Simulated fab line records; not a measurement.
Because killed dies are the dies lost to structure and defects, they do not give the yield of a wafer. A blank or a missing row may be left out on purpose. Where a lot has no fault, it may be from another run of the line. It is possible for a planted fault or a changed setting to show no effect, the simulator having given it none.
The tool behind it: which one? / flow sfq_line / 7 lots with 21 wafers sampled at 2 steps, on a route of 325 steps

WHAT EACH GAUGE READ, for each wafer
SFQ_R5_RS_MEAS_933: measurement is done with a four-point probe.
lot=L213; measured=day 57 01:04; on=film_metro-02; R5_MONX_RS (ohm/sq)=7.05 6.98 6.89
lot=L216; measured=day 57 07:01; on=film_metro-03; R5_MONX_RS (ohm/sq)=7.03 7.07 7.02
lot=L219; measured=day 57 20:56; on=film_metro-02; R5_MONX_RS (ohm/sq)=6.99 7.00 6.97
lot=L223; measured=day 58 08:58; on=film_metro-04; R5_MONX_RS (ohm/sq)=7.11 7.10 7.13
lot=L227; measured=day 59 03:43; on=film_metro-02; R5_MONX_RS (ohm/sq)=7.07 4.47 7.00
lot=L231; measured=day 60 07:40; on=film_metro-03; R5_MONX_RS (ohm/sq)=7.02 7.11 7.10
lot=L234; measured=day 60 21:37; on=film_metro-03; R5_MONX_RS (ohm/sq)=7.07 7.04 7.15

WHAT TOOL EACH LOT RAN ON (gives the tool, then ch and the chambers of the sampled wafers, and finally the start)
lot=L213; SFQ_TRILAYER_R5_DEP_SPUTTER_133=pvd_sputter-03, day 57 00:56
lot=L216; SFQ_TRILAYER_R5_DEP_SPUTTER_133=pvd_sputter-04, day 57 06:56
lot=L219; SFQ_TRILAYER_R5_DEP_SPUTTER_133=pvd_sputter-05, day 57 20:51
lot=L223; SFQ_TRILAYER_R5_DEP_SPUTTER_133=pvd_sputter-04, day 58 08:51
lot=L227; SFQ_TRILAYER_R5_DEP_SPUTTER_133=pvd_sputter-04, day 59 03:38
lot=L231; SFQ_TRILAYER_R5_DEP_SPUTTER_133=pvd_sputter-03, day 60 07:35
lot=L234; SFQ_TRILAYER_R5_DEP_SPUTTER_133=pvd_sputter-05, day 60 21:31
- SFQ_TRILAYER_R5_DEP_SPUTTER_133: material MoNx, target thk 40 nm, time 66.7 s.

THE ANSWER, worked out from the rows above alone
Rule: what is usual is taken from the lots themselves. The widest of any qualifying gaps counts: lots, ordered by their means at a reading, are off when they make up no more than a third of the lots, leave a main group of 4 or more, and stand apart from it by 3 or more times the standard deviation of that group's means. Not used: any main group whose means are identical at the precision the tables above print for the reading. A lot without any number at a reading at which 4 lots or more have one is off too. All remaining lots with rows at the step are treated as sound.
Off: L227, seen at SFQ_R5_RS_MEAS_933 (R5_MONX_RS). Mean 7.05 ohm/sq and standard deviation 0.052 in the main group.
If a tool, at a process step before that reading, ran all the lots that are off and no sound lot after the first of them, it fits. Gauges at SFQ_R5_RS_MEAS_933: tried the same way as those tools. Undecided on this evidence; 2 tools fit (pvd_sputter-04 at SFQ_TRILAYER_R5_DEP_SPUTTER_133, film_metro-02 at SFQ_R5_RS_MEAS_933).

WHAT WAS PUT IN BY THE SIMULATOR
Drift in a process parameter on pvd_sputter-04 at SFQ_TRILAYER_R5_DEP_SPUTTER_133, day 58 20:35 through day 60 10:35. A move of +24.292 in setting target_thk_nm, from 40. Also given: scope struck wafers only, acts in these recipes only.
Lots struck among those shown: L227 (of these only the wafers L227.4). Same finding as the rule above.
